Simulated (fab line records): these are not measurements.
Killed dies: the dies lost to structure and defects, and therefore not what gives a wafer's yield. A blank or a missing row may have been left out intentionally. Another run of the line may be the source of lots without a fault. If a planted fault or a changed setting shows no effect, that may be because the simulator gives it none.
Code-filled problem report in 8D (eight disciplines) form / flow sky130 / the parts of the form that need people (team, actions taken, sign-off) are left out

## 1. PROBLEM STATEMENT
Wafers without a fault read 48.50 W, standard deviation 0.13; bias-w at SKY_METAL1_METAL_ETCH_19 reads a mean of 42.08 W on 5 wafers belonging to 3 lots. That is -49 standard deviations from the usual mean.
The step: etches the open film in Cl2/BCl3, stops on SiO2, target depth 360 nm, time 78 s.
First observed at day 35 20:58: wafer L999.1, on rie-metal-03. The record holds 30 wafers of 10 lots with a number at this step. Rule for "out", or "out of limits": more than 4 standard deviations from the usual mean. All remaining wafers that have a number are taken as sound.

## 2. WHAT THIS IS AND IS NOT
question=which readings at this step | is=bias-w | is not=drypump-motor-current-A, oes-product-au, throttle-valve-pct
question=which lots | is=L104, L105, L999 | is not=L107, L110, L112, L114, L991, L992, L995
question=which wafers of those lots | is=L104.4, L105.1, L105.5, L999.1, L999.6 | is not=L104.2, L104.3, L105.3, L999.5
question=read on which tools | is=rie-metal-03 | is not=rie-metal-01, rie-metal-04
question=when | is=from day 35 20:58 | is not=up to then (10 sound wafers); but 15 sound wafers of L104, L105, L107, L110, L112, L114 came after

## 3. WHAT RULES OUT EACH SUSPECT
Counting: any tool at a process step up to the reading remains a suspect provided it ran every lot that is out. Sound lots after the first of them don't rule it out here, since some wafers of a struck lot are sound.
- rie-metal-03 at SKY_METAL1_METAL_ETCH_19 (etches the open film in Cl2/BCl3, stops on SiO2, target depth 360 nm, time 78 s): kept. Ran every lot that is out, first one L999 (day 35 20:58); last sound lot up to then L995 (day 34 14:35). Out on those wafers are its own readings of bias-w.
- The sound lot-mates ran in chamber 1 of rie-metal-03 at SKY_METAL1_METAL_ETCH_19, but the wafers that are out ran in chamber 0.
The count leaves rie-metal-03 at SKY_METAL1_METAL_ETCH_19.

## 4. THE CAUSE (what the simulator had put in)
rie-metal-03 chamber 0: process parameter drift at SKY_METAL1_METAL_ETCH_19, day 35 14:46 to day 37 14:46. The setting bias-w was moved by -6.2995, starting from 48.5. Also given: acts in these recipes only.
The count eliminated every tool but this one.

## 5. THE CHAIN OF EFFECTS, in route order
One row per reading whose mean, taken over the struck wafers that have a number, lies over 3 standard deviations from the usual. Readings are gone through only where the record gives a usual standard deviation; hours: the median, over the lots, of the time from a lot's start at the first step in this table giving one to that lot's start at this step; sigmas: the change measured in usual standard deviations.
hours=0; step=SKY_METAL1_METAL_ETCH_19; reading=bias-w; usual=48.50 W; on struck wafers=42.08; change=-6.42; sigmas=-49
hours=0; step=SKY_METAL1_STRIP_20; reading=strip-time-to-endpoint-s; usual=2.66 s; on struck wafers=2.85; change=+0.19; sigmas=+4.3
It contains these process steps:
- SKY_METAL1_METAL_ETCH_19: etches the open film in Cl2/BCl3, stops on SiO2, target depth 360 nm, time 78 s.
- SKY_METAL1_STRIP_20: strips in O2/N2.
Later measuring or inspecting steps at which every struck wafer that the step has a row for has a number for every such reading, and none has moved that far: SKY_VIA2_THK_MEAS_01.

## 6. HOW IT WOULD HAVE BEEN CAUGHT EARLIER
6 hours passed between the start of the fault at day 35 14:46 and the first reading out of limits in this record, taken at day 35 20:58.
